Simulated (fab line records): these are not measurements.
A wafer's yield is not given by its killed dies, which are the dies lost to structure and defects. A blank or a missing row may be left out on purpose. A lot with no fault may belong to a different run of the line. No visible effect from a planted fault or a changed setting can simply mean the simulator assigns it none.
Which tool did it? || flow gf180mcu || 12 lots, 36 wafers sampled, at 4 steps of a route of 602

## WHAT THE GAUGES READ, wafer by wafer
GF_V3_RS_MEAS_24: measures by four-point-probe.
{"lot": "L266", "measured": "day 21 19:14", "on": "filmMetro-02", "V3_W_RS (ohm/sq)": "0.307 0.309 0.308"}
{"lot": "L268", "measured": "day 22 17:26", "on": "filmMetro-02", "V3_W_RS (ohm/sq)": "0.306 0.307 0.307"}
{"lot": "L269", "measured": "day 23 09:07", "on": "filmMetro-04", "V3_W_RS (ohm/sq)": "0.310 0.311 0.312"}
{"lot": "L270", "measured": "day 24 08:05", "on": "filmMetro-01", "V3_W_RS (ohm/sq)": "0.310 0.308 0.311"}
{"lot": "L273", "measured": "day 24 22:16", "on": "filmMetro-01", "V3_W_RS (ohm/sq)": "0.305 0.306 0.304"}
{"lot": "L283", "measured": "day 28 05:38", "on": "filmMetro-04", "V3_W_RS (ohm/sq)": "0.312 0.311 0.309"}
{"lot": "L284", "measured": "day 28 11:12", "on": "filmMetro-04", "V3_W_RS (ohm/sq)": "0.317 0.318 0.315"}
{"lot": "L285", "measured": "day 28 14:58", "on": "filmMetro-04", "V3_W_RS (ohm/sq)": "0.306 0.310 0.315"}
{"lot": "L286", "measured": "day 28 20:08", "on": "filmMetro-02", "V3_W_RS (ohm/sq)": "0.312 0.309 0.311"}
{"lot": "L287", "measured": "day 28 22:41", "on": "filmMetro-04", "V3_W_RS (ohm/sq)": "0.301 0.302 0.305"}
{"lot": "L288", "measured": "day 29 05:15", "on": "filmMetro-04", "V3_W_RS (ohm/sq)": "0.307 0.306 0.301"}
{"lot": "L289", "measured": "day 29 13:13", "on": "filmMetro-01", "V3_W_RS (ohm/sq)": "0.313 0.313 0.316"}

GF_MIM_THK_MEAS_06.
{"lot": "L266", "measured": "day 23 20:53", "on": "filmMetro-03", "MIM_CVD_05_THK (nm)": "42.1 42.1 42.3"}
{"lot": "L268", "measured": "day 24 17:46", "on": "filmMetro-04", "MIM_CVD_05_THK (nm)": "40.8 41.8 42.4"}
{"lot": "L269", "measured": "day 25 09:17", "on": "filmMetro-04", "MIM_CVD_05_THK (nm)": "42.1 42.0 42.8"}
{"lot": "L270", "measured": "day 26 06:35", "on": "filmMetro-04", "MIM_CVD_05_THK (nm)": "41.4 41.3 42.7"}
{"lot": "L273", "measured": "day 26 19:50", "on": "filmMetro-03", "MIM_CVD_05_THK (nm)": "45.6 42.2 43.0"}
{"lot": "L283", "measured": "day 29 23:07", "on": "filmMetro-03", "MIM_CVD_05_THK (nm)": "41.5 42.6 42.6"}
{"lot": "L284", "measured": "day 30 05:09", "on": "filmMetro-04", "MIM_CVD_05_THK (nm)": "41.1 41.9 41.8"}
{"lot": "L285", "measured": "day 30 08:35", "on": "filmMetro-04", "MIM_CVD_05_THK (nm)": "41.6 42.5 42.2"}
{"lot": "L286", "measured": "day 30 12:40", "on": "filmMetro-03", "MIM_CVD_05_THK (nm)": "41.9 42.6 42.4"}
{"lot": "L287", "measured": "day 30 15:31", "on": "filmMetro-03", "MIM_CVD_05_THK (nm)": "41.0 41.2 41.5"}
{"lot": "L288", "measured": "day 30 22:07", "on": "filmMetro-04", "MIM_CVD_05_THK (nm)": "41.9 42.2 42.2"}
{"lot": "L289", "measured": "day 31 05:37", "on": "filmMetro-03", "MIM_CVD_05_THK (nm)": "42.0 42.8 42.4"}

## TOOL THAT RAN EACH LOT (tool first, then ch and the chambers of the sampled wafers, then the start)
{"lot": "L266", "GF_V3_ETCH_17": "rieDiel-02 ch 2,3, day 21 19:14 or earlier", "GF_MIM_CVD_05": "pecvd-01 ch 1,2, day 23 20:51"}
{"lot": "L268", "GF_V3_ETCH_17": "rieDiel-02 ch 1,2,3, day 22 17:26 or earlier", "GF_MIM_CVD_05": "pecvd-02 ch 0,1,2, day 24 17:43"}
{"lot": "L269", "GF_V3_ETCH_17": "rieDiel-02 ch 0,2,3, day 23 09:07 or earlier", "GF_MIM_CVD_05": "pecvd-03 ch 0,1, day 25 09:14"}
{"lot": "L270", "GF_V3_ETCH_17": "rieDiel-02 ch 0,1,3, day 24 08:05 or earlier", "GF_MIM_CVD_05": "pecvd-03 ch 0,1,2, day 26 06:34"}
{"lot": "L273", "GF_V3_ETCH_17": "rieDiel-02 ch 0,2,3, day 24 22:16 or earlier", "GF_MIM_CVD_05": "pecvd-02 ch 0,2, day 26 19:48"}
{"lot": "L283", "GF_V3_ETCH_17": "rieDiel-01 ch 0,1,2, day 28 05:38 or earlier", "GF_MIM_CVD_05": "pecvd-03 ch 1,2, day 29 23:05"}
{"lot": "L284", "GF_V3_ETCH_17": "rieDiel-01 ch 1,2,3, day 28 11:12 or earlier", "GF_MIM_CVD_05": "pecvd-02 ch 0,1, day 30 05:07"}
{"lot": "L285", "GF_V3_ETCH_17": "rieDiel-03 ch 1,2, day 28 14:58 or earlier", "GF_MIM_CVD_05": "pecvd-03 ch 0,2, day 30 08:34"}
{"lot": "L286", "GF_V3_ETCH_17": "rieDiel-03 ch 0,1,2, day 28 20:08 or earlier", "GF_MIM_CVD_05": "pecvd-01 ch 0,1, day 30 12:38"}
{"lot": "L287", "GF_V3_ETCH_17": "rieDiel-01 ch 0,2, day 28 22:41 or earlier", "GF_MIM_CVD_05": "pecvd-03 ch 0,2, day 30 15:29"}
{"lot": "L288", "GF_V3_ETCH_17": "rieDiel-03 ch 0,1,3, day 29 05:15 or earlier", "GF_MIM_CVD_05": "pecvd-02 ch 0,1, day 30 22:05"}
{"lot": "L289", "GF_V3_ETCH_17": "rieDiel-02 ch 0,2, day 29 13:13 or earlier", "GF_MIM_CVD_05": "pecvd-03 ch 1,2, day 31 05:35"}
- GF_V3_ETCH_17: etches SiO2 in C4F8/O2/Ar, stops on TiN, target depth 635 nm.
- GF_MIM_CVD_05: deposits Si3N4, target thk 42 nm, time 29.086 s.

## AS READ BY THE TOOLS THEMSELVES (means over the sampled wafers that have a number; for cases with no such wafer, the mark the record gives instead)
GF_V3_ETCH_17.
{"lot": "L266", "tool": "rieDiel-02", "oesProductAu (a.u.)": 0.861}
{"lot": "L268", "tool": "rieDiel-02", "oesProductAu (a.u.)": 0.857}
{"lot": "L269", "tool": "rieDiel-02", "oesProductAu (a.u.)": 0.857}
{"lot": "L270", "tool": "rieDiel-02", "oesProductAu (a.u.)": 0.853}
{"lot": "L273", "tool": "rieDiel-02", "oesProductAu (a.u.)": 0.852}
{"lot": "L283", "tool": "rieDiel-01", "oesProductAu (a.u.)": 0.855}
{"lot": "L284", "tool": "rieDiel-01", "oesProductAu (a.u.)": 0.860}
{"lot": "L285", "tool": "rieDiel-03", "oesProductAu (a.u.)": 0.854}
{"lot": "L286", "tool": "rieDiel-03", "oesProductAu (a.u.)": 0.858}
{"lot": "L287", "tool": "rieDiel-01", "oesProductAu (a.u.)": 0.851}
{"lot": "L288", "tool": "rieDiel-03", "oesProductAu (a.u.)": 0.856}
{"lot": "L289", "tool": "rieDiel-02", "oesProductAu (a.u.)": 0.854}

GF_MIM_CVD_05.
{"lot": "L266", "tool": "pecvd-01", "heaterPowerW (W)": 655, "runLengthS (s)": 57.1}
{"lot": "L268", "tool": "pecvd-02", "heaterPowerW (W)": 667, "runLengthS (s)": 57.0}
{"lot": "L269", "tool": "pecvd-03", "heaterPowerW (W)": 575, "runLengthS (s)": 56.8}
{"lot": "L270", "tool": "pecvd-03", "heaterPowerW (W)": 666, "runLengthS (s)": 57.2}
{"lot": "L273", "tool": "pecvd-02", "heaterPowerW (W)": 704, "runLengthS (s)": 58.3}
{"lot": "L283", "tool": "pecvd-03", "heaterPowerW (W)": 775, "runLengthS (s)": 57.1}
{"lot": "L284", "tool": "pecvd-02", "heaterPowerW (W)": 626, "runLengthS (s)": 56.9}
{"lot": "L285", "tool": "pecvd-03", "heaterPowerW (W)": 700, "runLengthS (s)": 57.1}
{"lot": "L286", "tool": "pecvd-01", "heaterPowerW (W)": 705, "runLengthS (s)": 57.1}
{"lot": "L287", "tool": "pecvd-03", "heaterPowerW (W)": 668, "runLengthS (s)": 57.2}
{"lot": "L288", "tool": "pecvd-02", "heaterPowerW (W)": 705, "runLengthS (s)": 56.9}
{"lot": "L289", "tool": "pecvd-03", "heaterPowerW (W)": 739, "runLengthS (s)": 56.6}

## THE ANSWER, worked out from the rows above alone
Rule: the usual values come from the lots themselves. The widest of any qualifying gaps counts: lots, ordered by their means at a reading, are off when they make up no more than a third of the lots, leave a main group of 4 or more, and stand apart from it by 3 or more times the standard deviation of that group's means. If all means in a main group match to the digits the tables above print for the reading, that group is not used. A lot without any number at a reading at which 4 lots or more have one is off too. All remaining lots with rows at the step are treated as sound. After the gauges, taken in route order, come the tools' own readings; for these a lot's mean is taken, as printed above. At the first step where some lot is off, the reading lying furthest off is the one used; lots without a number count as furthest.
Off: L273, at GF_MIM_THK_MEAS_06 (MIM_CVD_05_THK). Main group: mean 42.0 nm, sd 0.35.
A tool fits if, at a process step before that reading, it ran every lot that is off, and no sound lot after the first of them. The gauges at GF_MIM_THK_MEAS_06 aren't tried: what is off there is off at GF_MIM_CVD_05 too, on other tools, and a gauge's error can't cause that. With no start given for some of its lots, GF_V3_ETCH_17 uses the hours and lot order of GF_V3_RS_MEAS_24. Not one of the candidates tried fits.

## WHAT THE SIMULATOR HAD INSERTED
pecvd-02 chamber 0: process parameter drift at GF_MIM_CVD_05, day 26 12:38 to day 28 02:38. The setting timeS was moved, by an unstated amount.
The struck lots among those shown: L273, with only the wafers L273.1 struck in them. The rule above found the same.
